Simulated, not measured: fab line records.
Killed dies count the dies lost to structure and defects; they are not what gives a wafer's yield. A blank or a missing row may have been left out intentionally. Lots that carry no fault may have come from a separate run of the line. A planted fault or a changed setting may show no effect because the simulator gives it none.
fab line records    flow gf180mcu
record: lots: 13  wafers: 39  lastDay: 34
route steps=602 shown DNWELL@39 VT_IMPLANT@135 HV_LDD@234 V1@336
lots untouched by any fault: they come from a run of this same line in which no faults occurred
startH: hours from the record's first day to the start of the lot's first wafer shown    waitH: time in hours since the lot's previous step    " the same as in the row above    L1.1+2: a row that stands for several wafers    - no value, or no start was given    * or withheld: withheld    < > ~ a bound
route shown NAME@n: NAME is a module with steps in the file, n the number in the route of the first one    usual: mean/standard deviation of fault-free wafers    same: alike in all rows    chamber/n: place in a boat    sites: each site's reading    _std_site: the standard deviation of these    _edge_site: inner sites' mean taken away from outer sites' mean    radiusMm: how far each site lies from the wafer's centre    mask NAME#n: copy n    behind: the tool/chamber that last shaped the wafer    hold: reason for holding the lot/hours on hold/outcome of the hold    device: which transistor (n, p or np) failed to switch    end of line: at the end of the route, the tests of the same wafers    for a step that has no rows: nothing shown but its recipe    killed: not the wafer's yield, but the dies lost to structure and defects at the first sort    map: dies across one wafer; x = killed, . = not, _ = none there
set.NAME: the run value of the setting; set.NAME@STEP: its run value at that earlier step    model.NAME: the simulator's own value behind a step, which no gauge read
route steps across a sampled set of lots; one table per step, one row per wafer
services: from which hour (startH, from the record's first day; less than 0 if before it) a tool's chamber was out of use, for how many hours, and why
== steps ==
step: GF_DNWELL_IMPLANT_07
recipe: species: P  energyKev: 1500  doseCm2: 1e+13  tiltDeg: 0
usual: tiltDeg: -0.006/0.02
lot.wafer  tool          chamber  startH  waitH  tiltDeg
L672.2     implanter-03  0        42.84   -      -0.003
L672.4     "             0        "       "      0.008
L672.6     "             0        "       "      0.013
L674.2     implanter-03  0        53.58   -      -0.015
L674.5     "             0        "       "      -0.051
L674.6     "             0        "       "      -0.024
L677.2     implanter-03  0        69.23   -      -0.004
L677.5     "             0        "       "      0.028
L677.6     "             0        "       "      -0.004
L679.1     implanter-03  0        77.96   -      -0.011
L679.4     "             0        "       "      0.022
L679.6     "             0        "       "      -0.017
L681.1     implanter-03  0        90.21   -      -0.014
L681.2     "             0        "       "      -0.031
L681.5     "             0        "       "      -0.035
L682.1     implanter-03  0        94.24   -      -0.008
L682.3     "             0        "       "      -0.012
L682.4     "             0        "       "      0.003
L683.3     implanter-03  0        99.81   -      -0.011
L683.5     "             0        "       "      0.000
L683.6     "             0        "       "      -0.023
L685.3     implanter-03  0        112.24  -      0.002
L685.4     "             0        "       "      -0.010
L685.5     "             0        "       "      -0.034
L686.2     implanter-01  0        115.82  -      0.038
L686.4     "             0        "       "      -0.029
L686.6     "             0        "       "      -0.006
L691.1     implanter-03  0        143.26  -      4.670
L691.4     "             0        "       "      4.687
L691.5     "             0        "       "      4.712
L693.1     implanter-01  0        153.61  -      -0.010
L693.3     "             0        "       "      -0.045
L693.6     "             0        "       "      -0.004
L694.3     implanter-03  0        158.65  -      4.649
L694.4     "             0        "       "      4.660
L694.5     "             0        "       "      4.674
L695.1     implanter-02  0        165.24  -      -0.018
L695.2     "             0        "       "      -0.022
L695.4     "             0        "       "      0.004
step: GF_DNWELL_TW_MEAS_09
usual: DNWELL_TW: 1362/11
lot.wafer  tool          chamber  startH  waitH  DNWELL_TW
L672.2     filmMetro-04  -        43.07   0.1    1347
L672.4     "             -        "       "      1346
L672.6     "             -        "       "      1354
L674.2     filmMetro-04  -        53.82   0.1    1351
L674.5     "             -        "       "      1355
L674.6     "             -        "       "      1346
L677.2     filmMetro-01  -        69.47   0.1    1380
L677.5     "             -        "       "      1374
L677.6     "             -        "       "      1379
L679.1     filmMetro-02  -        78.21   0.1    1354
L679.4     "             -        "       "      1354
L679.6     "             -        "       "      1358
L681.1     filmMetro-04  -        90.46   0.1    1368
L681.2     "             -        "       "      1365
L681.5     "             -        "       "      1359
L682.1     filmMetro-02  -        94.49   0.1    1365
L682.3     "             -        "       "      1372
L682.4     "             -        "       "      1373
L683.3     filmMetro-04  -        100.03  0.1    1352
L683.5     "             -        "       "      1343
L683.6     "             -        "       "      1346
L685.3     filmMetro-04  -        112.46  0.1    1352
L685.4     "             -        "       "      1354
L685.5     "             -        "       "      1347
L686.2     filmMetro-02  -        116.05  0.1    1366
L686.4     "             -        "       "      1369
L686.6     "             -        "       "      1369
L691.1     filmMetro-02  -        143.51  0.1    1538
L691.4     "             -        "       "      1537
L691.5     "             -        "       "      1539
L693.1     filmMetro-02  -        153.86  0.1    1368
L693.3     "             -        "       "      1369
L693.6     "             -        "       "      1365
L694.3     filmMetro-04  -        158.87  0.1    1503
L694.4     "             -        "       "      1507
L694.5     "             -        "       "      1509
L695.1     filmMetro-02  -        165.49  0.1    1366
L695.2     "             -        "       "      1378
L695.4     "             -        "       "      1367
step: GF_VT_IMPLANT_RTA_45
recipe: tempC: 1050  timeS: 30  ambient: N2
usual: lampPowerPct: 32.59/0.042  wafer_temp_C_max: 1056.3/2.3
same: timeS: 30
lot.wafer  tool          chamber  startH  waitH  lampPowerPct  wafer_temp_C_max
L672.2     rtpAnneal-02  0        155.00  0.0    32.54         1057.7
L672.4     "             0        "       "      32.55         1057.6
L672.6     "             0        "       "      32.61         1056.8
L674.2     rtpAnneal-01  0        169.82  0.0    32.56         1054.1
L674.5     "             0        "       "      32.60         1053.6
L674.6     "             0        "       "      32.65         1054.6
L677.2     rtpAnneal-02  0        191.35  0.0    32.64         1058.3
L677.5     "             0        "       "      32.58         1062.6
L677.6     "             0        "       "      32.65         1057.7
L679.1     rtpAnneal-01  0        203.34  0.0    32.58         1054.5
L679.4     "             0        "       "      32.55         1055.7
L679.6     "             0        "       "      32.61         1053.7
L681.1     rtpAnneal-01  0        218.44  0.0    32.53         1052.9
L681.2     "             0        "       "      32.60         1055.0
L681.5     "             0        "       "      32.57         1053.4
L682.1     rtpAnneal-02  0        224.41  0.0    32.63         1059.3
L682.3     "             0        "       "      32.66         1058.1
L682.4     "             0        "       "      32.60         1058.9
L683.3     rtpAnneal-02  0        229.82  0.0    32.67         1056.2
L683.5     "             0        "       "      32.61         1056.8
L683.6     "             0        "       "      32.63         1058.8
L685.3     rtpAnneal-02  0        248.47  0.0    32.65         1056.4
L685.4     "             0        "       "      32.60         1060.9
L685.5     "             0        "       "      32.68         1057.6
L686.2     rtpAnneal-01  0        249.32  0.0    32.58         1053.8
L686.4     "             0        "       "      32.59         1055.2
L686.6     "             0        "       "      32.56         1054.8
L691.1     rtpAnneal-02  0        284.06  0.0    32.64         1057.4
L691.4     "             0        "       "      32.61         1059.9
L691.5     "             0        "       "      32.60         1058.8
L693.1     rtpAnneal-02  0        297.49  0.0    32.61         1060.4
L693.3     "             0        "       "      32.60         1058.1
L693.6     "             0        "       "      32.61         1056.8
L694.3     rtpAnneal-01  0        303.14  0.0    32.58         1053.5
L694.4     "             0        "       "      32.52         1055.3
L694.5     "             0        "       "      32.56         1053.4
L695.1     rtpAnneal-02  0        315.35  0.0    32.64         1058.7
L695.2     "             0        "       "      32.61         1065.9
L695.4     "             0        "       "      32.55         1058.8
step: GF_HV_LDD_ETCHBACK_58
recipe: chemistry: CH3F/O2  target: Si3N4  stopOn: SiO2  sourceW: 400  biasW: 80  pressureMtorr: 25  ch3fFlowSccm: 40  O2_flow_sccm: 30  timeS: 100  targetDepthA: 900
usual: biasW: 79.98/0.24  drypumpMotorCurrentA: 5.35/0.29  oesProductAu: 0.843/0.0059  throttleValvePct: 10.561/0.0091
same: timeS: 100
lot.wafer  tool        chamber  startH  waitH  biasW  drypumpMotorCurrentA  oesProductAu  rfHoursCounterH  throttleValvePct
L672.2     rieDiel-04  1        274.09  0.0    80.05  5.52                  0.851         5                10.550
L672.4     "           2        "       "      79.92  5.43                  0.840         9                10.551
L672.6     "           0        "       "      79.75  4.87                  0.850         -                10.573
L674.2     rieDiel-02  0        291.37  0.0    80.10  5.45                  0.843         8                10.572
L674.5     "           1        "       "      79.75  5.99                  0.851         -                10.569
L674.6     "           0        "       "      79.99  5.45                  0.848         -                10.560
L677.2     rieDiel-04  1        313.80  0.0    79.92  5.51                  0.843         6                10.544
L677.5     "           1        "       "      79.77  5.52                  0.844         -                10.545
L677.6     "           0        "       "      79.89  4.89                  0.832         -                10.550
L679.1     rieDiel-01  0        332.73  0.1    79.94  5.32                  0.840         68               10.560
L679.4     "           1        "       "      79.96  5.45                  0.839         -                10.561
L679.6     "           2        "       "      80.12  5.21                  0.839         -                10.557
L681.1     rieDiel-02  0        350.56  0.1    80.05  5.45                  0.848         11               10.570
L681.2     "           1        "       "      79.80  5.95                  0.847         58               10.567
L681.5     "           1        "       "      79.72  5.92                  0.847         -                10.572
L682.1     rieDiel-01  0        356.67  0.1    79.86  5.27                  0.851         69               10.553
L682.3     "           1        "       "      80.06  5.49                  0.850         4                10.553
L682.4     "           0        "       "      80.17  5.26                  0.843         -                10.552
L683.3     rieDiel-01  2        361.70  0.0    79.68  5.21                  0.834         0                10.562
L683.5     "           0        "       "      79.94  5.30                  0.841         -                10.558
L683.6     "           3        "       "      80.13  5.18                  0.840         -                10.555
L685.3     rieDiel-04  0        383.09  0.0    80.43  4.89                  0.835         23               10.568
L685.4     "           3        "       "      80.43  5.36                  0.846         76               10.569
L685.5     "           2        "       "      79.61  5.44                  0.844         -                10.552
L686.2     rieDiel-02  0        389.61  0.0    79.75  5.43                  0.852         11               10.558
L686.4     "           1        "       "      80.41  5.99                  0.847         59               10.567
L686.6     "           1        "       "      80.33  6.00                  0.856         -                10.566
L691.1     rieDiel-01  3        429.36  0.1    80.34  5.16                  0.847         2                10.574
L691.4     "           0        "       "      79.80  5.27                  0.842         71               10.573
L691.5     "           2        "       "      79.97  5.24                  0.854         -                10.564
L693.1     rieDiel-02  1        447.12  0.1    80.24  5.95                  0.853         61               10.571
L693.3     "           2        "       "      80.33  4.95                  0.849         1                10.553
L693.6     "           1        "       "      80.19  5.96                  0.847         -                10.564
L694.3     rieDiel-04  3        453.82  0.0    80.13  5.37                  0.845         77               10.558
L694.4     "           1        "       "      79.75  5.52                  0.835         9                10.569
L694.5     "           3        "       "      79.78  5.38                  0.842         -                10.562
L695.1     rieDiel-04  2        467.38  0.1    79.91  5.43                  0.841         14               10.559
L695.2     "           3        "       "      80.40  5.37                  0.837         78               10.563
L695.4     "           1        "       "      80.25  5.53                  0.843         9                10.580
step: GF_V1_THK_MEAS_01
recipe: reads: SiO2_of_V1_CVD_00
usual: V1_CVD_00_THK: 599/6.8
lot.wafer  tool          chamber  startH  waitH  V1_CVD_00_THK[nm]
L672.2     filmMetro-02  -        384.54  0.0    602
L672.4     "             -        "       "      606
L672.6     "             -        "       "      595
L674.2     filmMetro-03  -        404.92  0.0    597
L674.5     "             -        "       "      596
L674.6     "             -        "       "      604
L677.2     filmMetro-01  -        432.74  0.0    590
L677.5     "             -        "       "      594
L677.6     "             -        "       "      597
L679.1     filmMetro-02  -        454.50  0.0    599
L679.4     "             -        "       "      604
L679.6     "             -        "       "      611
L681.1     filmMetro-02  -        471.43  0.0    594
L681.2     "             -        "       "      596
L681.5     "             -        "       "      602
L682.1     filmMetro-03  -        479.95  0.0    602
L682.3     "             -        "       "      593
L682.4     "             -        "       "      605
L683.3     filmMetro-02  -        485.18  0.1    605
L683.5     "             -        "       "      612
L683.6     "             -        "       "      599
L685.3     filmMetro-02  -        505.50  0.1    589
L685.4     "             -        "       "      593
L685.5     "             -        "       "      601
L686.2     filmMetro-03  -        514.47  0.0    601
L686.4     "             -        "       "      608
L686.6     "             -        "       "      589
L691.1     filmMetro-03  -        550.76  0.0    587
L691.4     "             -        "       "      596
L691.5     "             -        "       "      594
L693.1     filmMetro-01  -        568.23  0.0    588
L693.3     "             -        "       "      597
L693.6     "             -        "       "      595
L694.3     filmMetro-02  -        572.99  0.1    593
L694.4     "             -        "       "      591
L694.5     "             -        "       "      596
L695.1     filmMetro-03  -        585.38  0.0    607
L695.2     "             -        "       "      596
L695.4     "             -        "       "      614
== services ==
tool          chamber  startH  hours  kind
rieDiel-04    2        23.70   6.5    repair
rieDiel-01    0        28.54   18.7   repair
implanter-03  -        38.44   0.8    repair
rieDiel-02    1        42.24   6.1    repair
rieDiel-01    2        43.09   6.4    repair
implanter-03  -        51.73   1.8    repair
rtpAnneal-01  -        53.23   66.9   pm
rieDiel-04    -        66.65   2.8    pm
implanter-03  -        81.55   4.8    pm
rieDiel-02    -        98.56   0.2    repair
implanter-03  -        114.29  1.0    repair
rtpAnneal-01  -        120.13  5.7    pm
implanter-03  -        129.89  1.9    repair
rtpAnneal-02  -        150.57  3.9    pm
rieDiel-04    -        163.49  0.8    repair
rtpAnneal-02  -        186.18  1.2    pm
rtpAnneal-02  -        266.14  9.7    pm
rieDiel-04    0        287.89  8.4    repair
rieDiel-04    1        306.36  3.5    repair
implanter-03  -        333.79  1.4    repair
implanter-03  -        383.55  4.2    pm
rieDiel-04    1        434.49  13.8   repair
rieDiel-04    -        454.65  0.8    repair
rieDiel-04    -        463.21  4.0    pm
== key ==
firstSign: step: GF_DNWELL_IMPLANT_07  reading: tiltDeg  direction: up  sigmas: 99+  usual: -0.006  struck: 4.675
effect: step: GF_DNWELL_TW_MEAS_09  reading: DNWELL_TW  direction: up  sigmas: 15  usual: 1362  struck: 1522
metAt GF_DNWELL_IMPLANT_07
struckLots L691,L694
testerLeftOut L691,L694
notActingAt GF_VT_IMPLANT_RTA_45,GF_HV_LDD_ETCHBACK_58,GF_V1_THK_MEAS_01
onsetBetween 112.24 143.26
fault: kind: processParameterDrift  tool: implanter-03  chamber: -  onsetH: 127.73  steps: GF_DNWELL_IMPLANT_07  channel: tiltDeg  offset: 4.6643  shape: step  endH: 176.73  actsIn: theseRecipesOnly  stated: 0
testerLeftOut: of these lots the tester's yield and bins aren't shown, on N5 and GAA mostly nor the transistor test; their killed dies are dies lost to structure and defects alone, not to doping, threshold or leakage, so they don't give the yield
